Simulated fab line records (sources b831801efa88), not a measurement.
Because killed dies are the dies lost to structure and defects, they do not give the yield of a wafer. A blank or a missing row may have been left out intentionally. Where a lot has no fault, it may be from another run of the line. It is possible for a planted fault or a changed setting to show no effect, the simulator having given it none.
Matching of chambers | flow sky130 | 4 sister chambers for SKY_LI_CONTACT_CMP_02 on cmp-01
The step polishes PSG. 16 wafers are shown with their chamber, then 7 later ones without.

WAFERS PAIRED WITH THEIR CHAMBERS
wafer  | chamber | motor_current_A (A) | time_to_endpoint_s (s) | retaining_ring_pressure_frac
L531.1 | 2       | 12.4                | 33                     | 1.002
L531.5 | 1       | 11.9                | 35                     | 0.994
L531.6 | 0       | 10.8                | 27                     | 1.005
L530.2 | 3       | 13.9                | 30                     | 1.001
L530.3 | 0       | 10.3                | 24                     | 1.004
L530.6 | 2       | 12.9                | 31                     | 1.002
L537.1 | 0       | 10.6                | 25                     | 1.002
L537.3 | 2       | 12.3                | 30                     | 1.003
L537.5 | 3       | 14.2                | 29                     | 0.996
L541.1 | 0       | 10.3                | 24                     | 1.007
L541.5 | 3       | 14.2                | 23                     | 1.001
L546.2 | 1       | 12.5                | 31                     | 1.002
L546.4 | 3       | 14.1                | 28                     | 1.000
L546.6 | 0       | 10.2                | 26                     | 0.999
L548.3 | 2       | 12.5                | 30                     | 1.005
L548.4 | 0       | 11.1                | 24                     | 0.999

SIGNATURES, as means of the wafers listed above
reading                      | chamber 0 | chamber 1 | chamber 2 | chamber 3 | scatter within a chamber
motor_current_A              | 10.550    | 12.200    | 12.525    | 14.100    | 0.298
time_to_endpoint_s           | 25.00     | 33.00     | 31.00     | 27.50     | 2.06
retaining_ring_pressure_frac | 1.00267   | 0.99800   | 1.00300   | 0.99950   | 0.003
Rule: distance of a wafer from a chamber = root of the sum over the readings of ((wafer's reading minus chamber's mean) / reading's scatter) squared. If the next closest chamber is less than 2 further off than the closest, the wafer can't be placed; otherwise it belongs to the closest. How the scatter is found: for the shown wafers, subtract from each reading the mean of its chamber, square and add these, divide the total by (wafers less chambers), then take the root.

WAFERS WHOSE CHAMBER IS MISSING
wafer  | motor_current_A (A) | time_to_endpoint_s (s) | retaining_ring_pressure_frac
L548.5 | 12.5                | 35                     | 0.996
L549.2 | 12.8                | 31                     | 0.997
L549.4 | 10.7                | 26                     | 1.002
L549.6 | 11.8                | 37                     | 1.002
L553.1 | 10.7                | 29                     | 1.006
L553.4 | 14.1                | 31                     | 0.999
L553.6 | 11.2                | 27                     | 0.995

WHICH CHAMBER EACH ONE RAN IN
wafer  | from the rows above     | in truth
L548.5 | can't be placed: 1 or 2 | 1
L549.2 | can't be placed: 2 or 1 | 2
L549.4 | 0                       | 0
L549.6 | can't be placed: 1 or 2 | 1
L553.1 | 0                       | 0
L553.4 | 3                       | 3
L553.6 | can't be placed: 0 or 1 | 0
3 of 7 placed correctly. Unplaceable from these rows: 4, with the true chamber sitting among the candidates in 4. Placed wrongly: 0.
